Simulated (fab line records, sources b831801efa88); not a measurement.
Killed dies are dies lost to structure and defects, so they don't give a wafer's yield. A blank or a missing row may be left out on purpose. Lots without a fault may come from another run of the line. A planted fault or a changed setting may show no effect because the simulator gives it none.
fab line records | flow sky130
record lots=11 wafers=33 last_day=50
route steps=708 shown RES_XHIGH@341 SD_N@349 LI_CONTACT@377
lots that met no fault: from a run of the same line without faults
start_h: hours from the record's first day to the start of the lot's first wafer shown | wait_h: hours since the lot's step before | " the same as in the row above | L1.1+2: a row that stands for several wafers | - no value, or no start given | * or withheld: withheld | < > ~ a bound
route shown NAME@n: a module of which the file shows steps, and the number in the route of the first | usual: mean/standard deviation of fault-free wafers | same: alike in all rows | chamber/n: place in a boat | sites: the reading at each site | _std_site: their standard deviation | _edge_site: outer sites' mean less inner sites' | radius_mm: how far each site lies from the wafer's centre | mask NAME#n: copy n | behind: the tool/chamber that last shaped the wafer | hold: why the lot was held/for how many hours/how that ended | device: the transistor (n, p or np) that didn't switch | end of line: the same wafers' tests at the end of the route | a step without rows: its recipe alone | killed: dies lost to structure and defects at the first sort, not the wafer's yield | map: a wafer's dies, x killed, . not, _ none there
set.NAME: the setting as run; set.NAME@STEP: as run at that earlier step | model.NAME: the simulator's own value behind a step, which no gauge read
steps of the route over a sample of lots; a table a step, a row a wafer
services: from which hour (start_h, from the record's first day; less than 0 if before it) a tool's chamber was out of use, for how many hours, and why
## steps
# step SKY_RES_XHIGH_TW_MEAS_09
# usual RES_XHIGH_TW=1637/11
# columns lot.wafer tool chamber start_h wait_h RES_XHIGH_TW
L928.1 film_metro-01 - 611.20 0.1 1622
L928.3 " - " " 1623
L928.6 " - " " 1637
L936.1 film_metro-02 - 685.05 0.1 1647
L936.2 " - " " 1645
L936.3 " - " " 1647
L938.1 film_metro-01 - 701.57 0.1 1625
L938.2 " - " " 1636
L938.3 " - " " 1628
L944.3 film_metro-02 - 757.86 0.1 1647
L944.5 " - " " 1648
L944.6 " - " " 1647
L945.2 film_metro-03 - 771.95 0.1 1640
L945.3 " - " " 1646
L945.5 " - " " 1648
L946.2 film_metro-02 - 774.20 0.1 1635
L946.3 " - " " 1638
L946.6 " - " " 1639
L947.2 film_metro-01 - 778.28 0.1 1625
L947.5 " - " " 1634
L947.6 " - " " 1615
L948.1 film_metro-03 - 781.72 0.1 1636
L948.4 " - " " 1638
L948.5 " - " " 1645
L949.2 film_metro-01 - 788.48 0.1 1626
L949.4 " - " " 1628
L949.5 " - " " 1624
L951.1 film_metro-01 - 796.44 0.1 1617
L951.3 " - " " 1624
L951.6 " - " " 1626
L950.1 film_metro-03 - 799.50 0.1 1633
L950.5 " - " " 1641
L950.6 " - " " 1647
# step SKY_SD_N_CD_MEAS_07
# recipe target_cd_nm=380
# usual cd_nm=380.0/2.6
# columns lot.wafer tool chamber start_h wait_h cd_nm
L928.1 cd_sem-02 - 640.30 0.1 377.1
L928.3 " - " " 378.0
L928.6 " - " " 379.4
L936.1 cd_sem-01 - 712.27 0.1 380.3
L936.2 " - " " 381.7
L936.3 " - " " 378.0
L938.1 cd_sem-01 - 729.57 0.1 376.5
L938.2 " - " " 377.4
L938.3 " - " " 377.7
L944.3 cd_sem-02 - 783.96 0.1 377.0
L944.5 " - " " 377.7
L944.6 " - " " 379.7
L945.2 cd_sem-01 - 797.49 0.1 384.3
L945.3 " - " " 382.8
L945.5 " - " " 383.2
L946.2 cd_sem-02 - 799.54 0.1 380.1
L946.3 " - " " 377.8
L946.6 " - " " 381.4
L947.2 cd_sem-01 - 804.59 0.1 376.2
L947.5 " - " " 373.5
L947.6 " - " " 374.7
L948.1 cd_sem-02 - 808.30 0.1 378.9
L948.4 " - " " 380.7
L948.5 " - " " 380.4
L949.2 cd_sem-02 - 814.87 0.1 382.2
L949.4 " - " " 381.9
L949.5 " - " " 380.8
L951.1 cd_sem-02 - 823.30 0.1 382.1
L951.3 " - " " 381.9
L951.6 " - " " 381.8
L950.1 cd_sem-02 - 825.77 0.1 380.9
L950.5 " - " " 378.4
L950.6 " - " " 380.4
# step SKY_LI_CONTACT_ETCH_15
# recipe target=PSG chemistry=C4F8/O2/Ar stop_on=Si taper_deg=4.15 mask_material=KrF-thick source_w=1500 bias_w=1200 pressure_mtorr=40 c4f8_flow_sccm=withheld O2_flow_sccm=6 Ar_flow_sccm=300 time_s=withheld target_depth_a=6000
# usual oes_product_au=0.837/0.0041
# columns lot.wafer tool chamber start_h wait_h oes_product_au
L928.1 rie_diel-04 0 671.12 0.0 0.837
L928.3 " 1 " " 0.834
L928.6 " 3 " " 0.843
L936.1 rie_diel-04 1 741.52 0.0 0.840
L936.2 " 2 " " 0.838
L936.3 " 3 " " 0.833
L938.1 rie_diel-03 0 758.42 0.0 0.843
L938.2 " 1 " " 0.831
L938.3 " 3 " " 0.840
L944.3 rie_diel-01 0 812.40 0.0 0.842
L944.5 " 0 " " 0.833
L944.6 " 3 " " 0.834
L945.2 rie_diel-01 3 826.09 0.0 0.844
L945.3 " 2 " " 0.839
L945.5 " 2 " " 0.839
L946.2 rie_diel-04 1 827.65 0.0 0.841
L946.3 " 0 " " 0.836
L946.6 " 2 " " 0.832
L947.2 rie_diel-03 2 832.92 0.0 0.844
L947.5 " 0 " " 0.837
L947.6 " 3 " " 0.839
L948.1 rie_diel-03 1 836.65 0.0 0.834
L948.4 " 3 " " 0.830
L948.5 " 3 " " 0.836
L949.2 rie_diel-04 3 843.20 0.0 0.831
L949.4 " 2 " " 0.832
L949.5 " 2 " " 0.842
L951.1 rie_diel-04 0 851.57 0.0 0.836
L951.3 " 3 " " 0.834
L951.6 " 1 " " 0.829
L950.1 rie_diel-04 1 854.10 0.0 0.837
L950.5 " 1 " " 0.836
L950.6 " 0 " " 0.837
# step SKY_LI_CONTACT_CVD_21
# recipe material=W target_thk_nm=400 time_s=120.56 temp_c=400 pressure_torr=40
# usual chamber_pressure_Torr=40.01/0.087 heater_power_w=875/79
# columns lot.wafer tool chamber start_h wait_h chamber_pressure_Torr heater_power_w
L928.1 cvd_w-01 1 671.65 0.0 40.07 900
L928.3 " 1 " " 39.96 895
L928.6 " 1 " " 40.14 893
L936.1 cvd_w-02 0 742.04 0.0 39.96 783
L936.2 " 1 " " 39.91 993
L936.3 " 0 " " 39.99 769
L938.1 cvd_w-02 0 758.94 0.0 39.97 770
L938.2 " 1 " " 40.01 979
L938.3 " 1 " " 40.07 966
L944.3 cvd_w-01 1 812.96 0.1 40.21 879
L944.5 " 0 " " 40.14 868
L944.6 " 1 " " 40.13 914
L945.2 cvd_w-02 1 826.62 0.0 40.01 987
L945.3 " 0 " " 39.97 773
L945.5 " 0 " " 40.11 762
L946.2 cvd_w-02 1 828.16 0.0 39.87 995
L946.3 " 1 " " 40.16 983
L946.6 " 1 " " 39.90 961
L947.2 cvd_w-02 0 833.45 0.0 40.22 779
L947.5 " 1 " " 39.87 977
L947.6 " 0 " " 39.97 781
L948.1 cvd_w-01 0 837.18 0.0 39.98 852
L948.4 " 0 " " 39.95 838
L948.5 " 1 " " 39.95 913
L949.2 cvd_w-02 1 843.71 0.0 40.06 989
L949.4 " 1 " " 39.98 967
L949.5 " 1 " " 40.10 970
L951.1 cvd_w-02 1 852.09 0.0 40.23 995
L951.3 " 1 " " 40.02 999
L951.6 " 0 " " 39.99 794
L950.1 cvd_w-01 0 854.61 0.0 40.04 847
L950.5 " 0 " " 40.16 850
L950.6 " 1 " " 40.10 922
# step SKY_LI_CONTACT_RS_MEAS_22
# recipe thk_meas_gauge=four-point-probe reads=W_of_LI_CONTACT_CVD_21+TiN_of_LI_CONTACT_SPUTTER_20+Ti_of_LI_CONTACT_SPUTTER_19
# usual LI_CONTACT_W_RS=0.285/0.0037
# columns lot.wafer tool chamber start_h wait_h LI_CONTACT_W_RS[ohm/sq]
L928.1 film_metro-03 - 671.78 0.1 0.290
L928.3 " - " " 0.288
L928.6 " - " " 0.291
L936.1 film_metro-03 - 742.16 0.1 0.242
L936.2 " - " " 0.240
L936.3 " - " " 0.244
L938.1 film_metro-02 - 759.06 0.1 0.244
L938.2 " - " " 0.241
L938.3 " - " " 0.240
L944.3 film_metro-01 - 813.08 0.1 0.287
L944.5 " - " " 0.286
L944.6 " - " " 0.286
L945.2 film_metro-02 - 826.77 0.1 0.284
L945.3 " - " " 0.286
L945.5 " - " " 0.293
L946.2 film_metro-02 - 828.31 0.1 0.279
L946.3 " - " " 0.282
L946.6 " - " " 0.278
L947.2 film_metro-02 - 833.60 0.1 0.287
L947.5 " - " " 0.279
L947.6 " - " " 0.285
L948.1 film_metro-03 - 837.30 0.1 0.290
L948.4 " - " " 0.288
L948.5 " - " " 0.288
L949.2 film_metro-02 - 843.86 0.1 0.283
L949.4 " - " " 0.280
L949.5 " - " " 0.281
L951.1 film_metro-01 - 852.21 0.1 0.285
L951.3 " - " " 0.284
L951.6 " - " " 0.284
L950.1 film_metro-02 - 854.74 0.1 0.285
L950.5 " - " " 0.286
L950.6 " - " " 0.285
# step SKY_LI_CONTACT_THK_MEAS_23
# recipe thk_meas_gauge=xrf reads=W_of_LI_CONTACT_CVD_21
# usual LI_CONTACT_W_THK=386/5.9
# columns lot.wafer tool chamber start_h wait_h LI_CONTACT_W_THK[nm]
L928.1 film_metro-03 - 671.90 0.1 375
L928.3 " - " " 377
L928.6 " - " " 376
L936.1 film_metro-03 - 742.28 0.1 444
L936.2 " - " " 447
L936.3 " - " " 440
L938.1 film_metro-02 - 759.18 0.1 452
L938.2 " - " " 453
L938.3 " - " " 456
L944.3 film_metro-01 - 813.18 0.1 386
L944.5 " - " " 385
L944.6 " - " " 386
L945.2 film_metro-02 - 826.88 0.1 390
L945.3 " - " " 385
L945.5 " - " " 378
L946.2 film_metro-02 - 828.42 0.1 399
L946.3 " - " " 390
L946.6 " - " " 396
L947.2 film_metro-02 - 833.71 0.1 385
L947.5 " - " " 397
L947.6 " - " " 387
L948.1 film_metro-03 - 837.42 0.1 380
L948.4 " - " " 380
L948.5 " - " " 384
L949.2 film_metro-02 - 843.97 0.1 392
L949.4 " - " " 397
L949.5 " - " " 393
L951.1 film_metro-01 - 852.33 0.1 395
L951.3 " - " " 393
L951.6 " - " " 395
L950.1 film_metro-02 - 854.86 0.1 390
L950.5 " - " " 388
L950.6 " - " " 388
# step SKY_LI_CONTACT_CMP_24
# recipe stop_on=PSG t_overpolish_s=20 down_force_psi=3.5 platen_rpm=60 target_thk_nm=0 pad_velocity_m_s=0.94248
# usual motor_current_A=11.0/0.95 time_to_endpoint_s=96/4.7
# columns lot.wafer tool chamber start_h wait_h motor_current_A time_to_endpoint_s
L928.3 cmp-01 2 671.96 0.0 11.6 94
L928.1 " 0 " " 10.8 105
L928.6 " 2 " " 11.5 96
L936.3 cmp-02 2 742.34 0.0 10.4 114
L936.2 " 3 " " 10.3 109
L936.1 " 0 " " 10.7 108
L938.3 cmp-01 0 759.24 0.0 11.6 124
L938.2 " 1 " " 9.6 112
L938.1 " 3 " " 13.1 113
L944.3 cmp-02 2 813.32 0.1 10.4 102
L944.5 " 0 " " 11.0 94
L944.6 " 1 " " 11.9 99
L945.3 cmp-01 3 826.93 0.0 13.0 93
L945.2 " 0 " " 10.6 101
L945.5 " 3 " " 13.4 89
L946.3 cmp-02 1 828.58 0.1 11.5 101
L946.2 " 3 " " 10.2 101
L946.6 " 0 " " 10.6 101
L947.2 cmp-01 2 833.81 0.1 11.3 88
L947.6 " 1 " " 10.1 90
L947.5 " 2 " " 11.1 89
L948.4 cmp-01 2 837.53 0.1 11.6 88
L948.1 " 3 " " 13.1 87
L948.5 " 1 " " 9.6 87
L949.2 cmp-02 1 844.07 0.1 11.3 101
L949.4 " 3 " " 10.1 101
L949.5 " 1 " " 12.1 106
L951.3 cmp-01 1 852.44 0.1 9.5 91
L951.1 " 2 " " 11.0 94
L951.6 " 1 " " 9.7 94
L950.1 cmp-01 1 855.02 0.1 9.5 92
L950.5 " 3 " " 12.9 92
L950.6 " 0 " " 10.9 105
## services
# columns tool chamber start_h hours kind
rie_diel-04 - 663.54 0.2 repair
cmp-01 - 680.24 2.4 repair
cmp-01 - 691.06 0.4 repair
cmp-02 - 697.29 0.9 repair
rie_diel-01 - 700.97 0.3 repair
rie_diel-01 2 703.13 4.2 repair
cvd_w-02 0 714.48 3.2 repair
rie_diel-04 0 737.70 - clean
rie_diel-04 0 737.70 21.5 scheduled_down
cvd_w-02 - 740.59 0.8 repair
cmp-02 - 744.22 4.0 pm
cmp-02 - 757.18 5.4 pm
cmp-02 - 783.71 2.2 repair
cvd_w-01 - 789.48 0.5 repair
rie_diel-01 3 795.64 9.5 repair
rie_diel-01 1 796.48 9.3 repair
rie_diel-01 1 812.91 7.2 repair
rie_diel-03 0 817.89 7.6 repair
cmp-01 - 818.35 1.9 repair
rie_diel-04 - 820.24 0.3 repair
cvd_w-02 - 820.62 1.1 repair
cvd_w-01 0 824.02 2.5 repair
cmp-01 - 827.37 4.3 pm
cmp-01 - 835.05 2.0 repair
## key
first_sign step=SKY_LI_CONTACT_RS_MEAS_22 reading=LI_CONTACT_W_RS direction=down sigmas=12 usual=0.285 struck=0.242
effect step=SKY_LI_CONTACT_THK_MEAS_23 reading=LI_CONTACT_W_THK direction=up sigmas=11 usual=386 struck=449
effect step=SKY_LI_CONTACT_CMP_24 reading=time_to_endpoint_s direction=up sigmas=3.7 usual=* struck=*
met_at SKY_LI_CONTACT_CVD_21
struck_lots L936,L938
tester_left_out L936,L938
not_acting_at SKY_RES_XHIGH_TW_MEAS_09,SKY_SD_N_CD_MEAS_07,SKY_LI_CONTACT_ETCH_15
fault kind=process_parameter_drift tool=cvd_w-02 chamber=- onset_h=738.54 steps=SKY_LI_CONTACT_CVD_21 channel=target_thk_nm offset=71.355 shape=step end_h=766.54 acts_in=these_recipes_only stated=400
# tester_left_out: of these lots the tester's yield and bins aren't shown, on N5 and GAA mostly nor the transistor test; their killed dies are dies lost to structure and defects alone, not to doping, threshold or leakage, so they don't give the yield
